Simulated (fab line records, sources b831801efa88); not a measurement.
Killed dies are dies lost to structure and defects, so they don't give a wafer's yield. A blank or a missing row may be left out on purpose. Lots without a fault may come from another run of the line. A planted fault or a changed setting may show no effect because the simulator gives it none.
Which tool did it? | flow sky130 | 12 lots, 36 wafers sampled, at 6 steps of a route of 708

WHAT THE GAUGES READ, wafer by wafer
SKY_SD_N_CD_MEAS_07: target cd 380 nm.
lot  | measured     | on        | cd_nm (nm)
L333 | day 27 23:49 | cd_sem-02 | 380.2 381.4 379.0
L334 | day 28 08:19 | cd_sem-02 | 380.7 383.0 382.2
L335 | day 28 17:46 | cd_sem-02 | 380.9 380.4 379.4
L337 | day 29 15:10 | cd_sem-02 | 382.0 379.6 383.3
L341 | day 31 04:19 | cd_sem-01 | 379.1 378.5 377.7
L344 | day 32 02:20 | cd_sem-01 | 385.3 382.3 384.3
L345 | day 32 10:53 | cd_sem-02 | 379.4 380.4 379.3
L347 | day 33 03:55 | cd_sem-02 | 376.7 379.5 375.0
L348 | day 33 08:13 | cd_sem-02 | 376.1 378.6 377.8
L350 | day 33 17:49 | cd_sem-02 | 380.8 382.8 376.8
L351 | day 34 17:27 | cd_sem-02 | 380.4 377.3 379.6
L354 | day 35 01:26 | cd_sem-01 | 382.8 381.7 383.2

SKY_SD_N_RS_MEAS_16: measures by four-point-probe.
lot  | measured     | on            | SD_N_RS (ohm/sq)
L333 | day 28 00:39 | film_metro-02 | 68.36 68.34 68.46
L334 | day 28 09:10 | film_metro-01 | 68.84 68.61 68.48
L335 | day 28 18:36 | film_metro-02 | 68.36 68.39 68.58
L337 | day 29 16:00 | film_metro-02 | 68.50 68.50 68.51
L341 | day 31 05:09 | film_metro-02 | 68.31 68.33 68.33
L344 | day 32 03:11 | film_metro-01 | 68.56 68.59 68.40
L345 | day 32 11:43 | film_metro-02 | 71.05 71.06 71.09
L347 | day 33 04:46 | film_metro-03 | 71.26 71.18 71.24
L348 | day 33 09:03 | film_metro-02 | 68.47 68.55 68.47
L350 | day 33 18:43 | film_metro-02 | 68.52 68.62 68.59
L351 | day 34 18:17 | film_metro-02 | 68.80 68.57 68.56
L354 | day 35 02:17 | film_metro-01 | 68.71 68.75 68.65

SKY_SD_N_RS_MEAS_17: measures by four-point-probe.
lot  | measured     | on            | SD_P_RS (ohm/sq)
L333 | day 28 00:46 | film_metro-02 | 147.0 147.5 147.4
L334 | day 28 09:17 | film_metro-01 | 147.4 147.1 146.9
L335 | day 28 18:43 | film_metro-02 | 146.4 147.2 146.9
L337 | day 29 16:07 | film_metro-02 | 147.2 147.3 146.9
L341 | day 31 05:16 | film_metro-02 | 146.4 146.4 146.7
L344 | day 32 03:18 | film_metro-01 | 146.6 147.2 146.2
L345 | day 32 11:50 | film_metro-02 | 162.0 162.2 161.9
L347 | day 33 04:53 | film_metro-03 | 162.1 162.5 162.5
L348 | day 33 09:10 | film_metro-02 | 147.2 147.5 147.1
L350 | day 33 18:50 | film_metro-02 | 147.8 147.6 147.9
L351 | day 34 18:25 | film_metro-02 | 147.6 147.1 146.8
L354 | day 35 02:24 | film_metro-01 | 147.4 147.4 146.8

SKY_LI_CONTACT_THK_MEAS_01.
lot  | measured     | on            | LI_CONTACT_HDPCVD_THK (nm)
L333 | day 28 01:07 | film_metro-03 | 926 926 927
L334 | day 28 09:38 | film_metro-03 | 926 922 911
L335 | day 28 19:04 | film_metro-01 | 918 920 937
L337 | day 29 16:28 | film_metro-01 | 940 927 925
L341 | day 31 05:37 | film_metro-03 | 918 936 934
L344 | day 32 03:40 | film_metro-02 | 913 928 922
L345 | day 32 12:11 | film_metro-03 | 940 936 950
L347 | day 33 05:15 | film_metro-02 | 929 922 925
L348 | day 33 09:31 | film_metro-02 | 917 933 914
L350 | day 33 19:11 | film_metro-03 | 925 911 909
L351 | day 34 18:48 | film_metro-01 | 930 932 919
L354 | day 35 02:44 | film_metro-02 | 918 936 930

WHICH TOOL RAN EACH LOT (tool, then ch and the chambers of the sampled wafers, then the start)
lot  | SKY_SD_P_STRIP_10                    | SKY_SD_N_RTA_14
L333 | plasma_asher-03 ch 0,1, day 25 13:44 | rtp_anneal-02 ch 0, day 28 00:28
L334 | plasma_asher-03 ch 0,1, day 25 22:36 | rtp_anneal-01 ch 0, day 28 08:59
L335 | plasma_asher-03 ch 0,1, day 26 09:42 | rtp_anneal-02 ch 0, day 28 18:25
L337 | plasma_asher-04 ch 0,1, day 27 06:45 | rtp_anneal-02 ch 0, day 29 15:49
L341 | plasma_asher-02 ch 0,1, day 28 20:14 | rtp_anneal-02 ch 0, day 31 04:58
L344 | plasma_asher-02 ch 0,1, day 29 19:04 | rtp_anneal-01 ch 0, day 32 03:01
L345 | plasma_asher-02 ch 0,1, day 30 04:32 | rtp_anneal-02 ch 0, day 32 11:31
L347 | plasma_asher-02 ch 0,1, day 30 21:16 | rtp_anneal-02 ch 0, day 33 04:35
L348 | plasma_asher-02 ch 0,1, day 31 01:24 | rtp_anneal-01 ch 0, day 33 08:52
L350 | plasma_asher-03 ch 0,1, day 31 13:06 | rtp_anneal-01 ch 0, day 33 18:32
L351 | plasma_asher-03 ch 0,1, day 32 14:04 | rtp_anneal-01 ch 0, day 34 18:05
L354 | plasma_asher-04 ch 0,1, day 32 20:53 | rtp_anneal-01 ch 0, day 35 02:04
- SKY_SD_P_STRIP_10: strips in O2/N2.
- SKY_SD_N_RTA_14: time 2 s.

WHAT THE TOOLS THEMSELVES READ (means of the sampled wafers that have a number; where no wafer has one, the mark that the record gives instead)
SKY_SD_P_STRIP_10.
lot  | tool            | drypump_motor_current_A (A) | oes_product_au (a.u.) | strip_time_to_endpoint_s (s)
L333 | plasma_asher-03 | 5.72                        | 0.616                 | 17.47
L334 | plasma_asher-03 | 5.72                        | 0.615                 | 17.48
L335 | plasma_asher-03 | 5.73                        | 0.624                 | 17.50
L337 | plasma_asher-04 | 6.04                        | 0.619                 | 17.56
L341 | plasma_asher-02 | 5.71                        | 0.616                 | 17.50
L344 | plasma_asher-02 | 5.73                        | 0.621                 | 17.44
L345 | plasma_asher-02 | 5.93                        | 0.619                 | 17.52
L347 | plasma_asher-02 | 5.93                        | 0.615                 | 17.47
L348 | plasma_asher-02 | 5.94                        | 0.617                 | 17.41
L350 | plasma_asher-03 | 5.86                        | 0.616                 | 17.51
L351 | plasma_asher-03 | 5.89                        | 0.618                 | 17.46
L354 | plasma_asher-04 | 6.13                        | 0.614                 | 17.52

SKY_SD_N_RTA_14.
lot  | tool          | lamp_power_pct (%) | wafer_temp_C_max
L333 | rtp_anneal-02 | 15.74              | 1077.0
L334 | rtp_anneal-01 | 15.76              | 1078.8
L335 | rtp_anneal-02 | 15.72              | 1076.0
L337 | rtp_anneal-02 | 15.76              | 1078.0
L341 | rtp_anneal-02 | 15.71              | 1077.9
L344 | rtp_anneal-01 | 15.75              | 1077.7
L345 | rtp_anneal-02 | 15.74              | 1078.1
L347 | rtp_anneal-02 | 15.71              | 1078.3
L348 | rtp_anneal-01 | 15.71              | 1078.3
L350 | rtp_anneal-01 | 15.77              | 1078.6
L351 | rtp_anneal-01 | 15.73              | 1077.7
L354 | rtp_anneal-01 | 15.75              | 1078.5

THE ANSWER, worked out from the rows above alone
Rule: what is usual is taken from the lots themselves. Put in order of their means at a reading, lots are off if they are a third of the lots or fewer, leave a main group of 4 or more, and stand apart from it by a gap of 3 or more times the standard deviation of the main group's means; of several such gaps the widest counts. A main group whose means are all the same, to the digits that the tables above print for the reading, isn't used. A lot without any number at a reading at which 4 lots or more have one is off too. The other lots that the step has rows for count as sound. The gauges are gone through in route order, then the tools' own readings, and for those a lot's mean is taken as printed above. The first step at which some lot is off is used, and at that step the reading that is off furthest; a lot without a number counts as furthest.
Off: L345, L347, at SKY_SD_N_RS_MEAS_16 (SD_N_RS). The main group: mean 68.52 ohm/sq, standard deviation 0.11.
A tool fits if, at a process step before that reading, it ran every lot that is off, and no sound lot after the first of them. The gauges at SKY_SD_N_RS_MEAS_16 are tried like those tools. One fits: rtp_anneal-02 at SKY_SD_N_RTA_14. Its last sound lot is L341 (day 31 04:58), its first lot that is off L345 (day 32 11:31): a fault that began between those two fits.

WHAT THE SIMULATOR HAD PUT IN
Process parameter drift: rtp_anneal-02, from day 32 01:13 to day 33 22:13, at SKY_SD_N_RTA_14. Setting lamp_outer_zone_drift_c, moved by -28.
Lots struck among those shown: L345, L347. The rule above found the same.
